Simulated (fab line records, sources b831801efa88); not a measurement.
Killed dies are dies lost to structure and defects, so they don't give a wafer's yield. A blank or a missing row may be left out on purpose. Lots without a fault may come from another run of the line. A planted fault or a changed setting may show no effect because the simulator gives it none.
Which tool did it? | flow gf180mcu | 15 lots, 45 wafers sampled, at 4 steps of a route of 602

WHAT THE GAUGES READ, wafer by wafer
GF_MVSD_TW_MEAS_11. Usual: MVSD_TW 1566, standard deviation 13.
lot  | measured     | on            | MVSD_TW        | flag
L525 | day 4 14:20  | film_metro-02 | 1566 1563 1559 |
L526 | day 4 18:50  | film_metro-02 | 1573 1575 1571 |
L527 | day 5 02:02  | film_metro-03 | 1562 1556 1556 |
L529 | day 5 14:17  | film_metro-03 | 1552 1560 1560 |
L530 | day 5 18:11  | film_metro-02 | 1572 1565 1563 |
L532 | day 6 06:19  | film_metro-02 | 1566 1565 1566 |
L535 | day 6 22:14  | film_metro-02 | 1563 1560 1566 |
L536 | day 7 08:29  | film_metro-04 | 1596 1594 1591 |
L537 | day 7 11:39  | film_metro-02 | 1583 1578 1576 |
L538 | day 7 18:02  | film_metro-03 | 1555 1555 1554 |
L539 | day 8 03:42  | film_metro-03 | 1549 1552 1555 |
L542 | day 8 15:35  | film_metro-03 | 1550 1555 1552 |
L546 | day 9 15:53  | film_metro-04 | 1593 1588 1595 |
L547 | day 9 21:32  | film_metro-04 | 1593 1599 1591 |
L548 | day 10 03:41 | film_metro-02 | 1564 1573 1564 |

GF_VT_IMPLANT_OVL_MEAS_07. Usual: VT_IMPLANT_OVL 0.3 nm, standard deviation 1.6.
lot  | measured     | on         | VT_IMPLANT_OVL (nm) | flag
L525 | day 5 20:39  | overlay-01 | 2.1 -0.1 3.2        |
L526 | day 6 00:45  | overlay-02 | -1.7 -1.3 -3.3      |
L527 | day 6 08:38  | overlay-02 | -0.3 -1.7 -1.5      |
L529 | day 6 21:54  | overlay-02 | -0.3 -1.4 0.1       |
L530 | day 7 02:29  | overlay-02 | 0.8 -1.9 -0.6       |
L532 | day 7 14:58  | overlay-01 | 0.9 1.6 2.5         |
L535 | day 8 07:07  | overlay-01 | -1.2 -3.4 -0.6      |
L536 | day 8 18:32  | overlay-02 | 1.4 1.3 0.7         |
L537 | day 8 21:58  | overlay-01 | 0.9 2.1 2.0         |
L538 | day 9 05:04  | overlay-01 | -0.8 0.1 -1.5       |
L539 | day 9 13:58  | overlay-01 | -0.8 0.3 0.1        |
L542 | day 10 03:58 | overlay-01 | 2.8 2.9 2.7         |
L546 | day 11 05:18 | overlay-02 | 0.8 -2.3 -0.9       |
L547 | day 11 11:08 | overlay-01 | 0.3 -0.6 0.4        |
L548 | day 11 17:40 | overlay-02 | -1.9 -0.1 -2.4      |

GF_VT_IMPLANT_TW_MEAS_32. Usual: VT_IMPLANT_3_TW 266.5, standard deviation 1.4.
lot  | measured     | on            | VT_IMPLANT_3_TW   | flag
L525 | day 7 05:08  | film_metro-01 | 265.1 264.0 265.8 |
L526 | day 7 10:02  | film_metro-01 | 263.6 264.4 265.4 |
L527 | day 7 17:19  | film_metro-02 | 267.4 267.3 266.6 |
L529 | day 8 07:03  | film_metro-01 | 267.1 267.4 267.8 |
L530 | day 8 12:08  | film_metro-02 | 268.3 267.1 268.4 |
L532 | day 9 01:19  | film_metro-01 | 263.3 267.1 267.3 |
L535 | day 9 18:37  | film_metro-03 | 266.0 265.8 266.3 |
L536 | day 10 06:56 | film_metro-01 | 266.3 267.4 265.9 |
L537 | day 10 10:49 | film_metro-01 | 265.8 266.1 267.5 |
L538 | day 10 17:29 | film_metro-02 | 268.9 267.4 267.7 |
L539 | day 11 03:08 | film_metro-02 | 267.6 268.9 267.3 |
L542 | day 11 19:28 | film_metro-01 | 263.3 263.9 263.6 |
L546 | day 12 20:53 | film_metro-03 | 267.1 266.2 266.0 |
L547 | day 13 04:33 | film_metro-01 | 266.1 266.8 266.7 |
L548 | day 13 10:11 | film_metro-01 | 265.8 264.9 265.4 |

WHICH TOOL RAN EACH LOT (tool, then ch and the chambers of the sampled wafers, then the start)
lot  | GF_VT_IMPLANT_DEVELOP_17
L525 | litho_track-04 ch 0, day 6 12:08
L526 | litho_track-02 ch 0, day 6 17:03
L527 | litho_track-03 ch 0, day 7 00:07
L529 | litho_track-02 ch 0, day 7 14:09
L530 | litho_track-04 ch 0, day 7 19:05
L532 | litho_track-02 ch 0, day 8 07:17
L535 | litho_track-04 ch 0, day 9 00:22
L536 | litho_track-02 ch 0, day 9 12:06
L537 | litho_track-03, day 9 15:40
L538 | litho_track-03, day 9 22:28
L539 | litho_track-03, day 10 07:59
L542 | litho_track-02 ch 0, day 10 23:03
L546 | litho_track-04 ch 0, day 12 01:17
L547 | litho_track-03 ch 0, day 12 07:19
L548 | litho_track-03 ch 0, day 12 13:25
- GF_VT_IMPLANT_DEVELOP_17: develop time 60 s.

WHAT THE TOOLS THEMSELVES READ (means of the sampled wafers that have a number; where no wafer has one, the mark that the record gives instead)
GF_VT_IMPLANT_DEVELOP_17. Usual: chill_plate_temp_C 23.01 C, standard deviation 0.12.
lot  | tool           | chill_plate_temp_C (C) | flag
L525 | litho_track-04 | 22.99                  |
L526 | litho_track-02 | 23.04                  |
L527 | litho_track-03 | 22.99                  |
L529 | litho_track-02 | 22.90                  |
L530 | litho_track-04 | 23.30                  |
L532 | litho_track-02 | 22.93                  |
L535 | litho_track-04 | 23.12                  |
L536 | litho_track-02 | 22.95                  |
L537 | litho_track-03 | -                      | OFF
L538 | litho_track-03 | -                      | OFF
L539 | litho_track-03 | -                      | OFF
L542 | litho_track-02 | 23.11                  |
L546 | litho_track-04 | 22.99                  |
L547 | litho_track-03 | 22.94                  |
L548 | litho_track-03 | 23.02                  |

THE ANSWER, worked out from the rows above alone
Rule: a lot is off if the mean of its wafers that have a number lies more than 3 standard deviations from the usual mean. A lot without any number at a reading at which 4 lots or more have one is off too. The other lots that the step has rows for count as sound. The gauges are gone through in route order, then the tools' own readings, and for those a lot's mean is taken as printed above. The first step at which some lot is off is used, and at that step the reading that is off furthest; a lot without a number counts as furthest.
Off: L537, L538, L539, at GF_VT_IMPLANT_DEVELOP_17 (chill_plate_temp_C). Without a number there: L537, L538, L539.
A tool fits if, at that step or a process step before it, it ran every lot that is off, and no sound lot after the first of them. None of those tried fits.

WHAT THE SIMULATOR HAD PUT IN
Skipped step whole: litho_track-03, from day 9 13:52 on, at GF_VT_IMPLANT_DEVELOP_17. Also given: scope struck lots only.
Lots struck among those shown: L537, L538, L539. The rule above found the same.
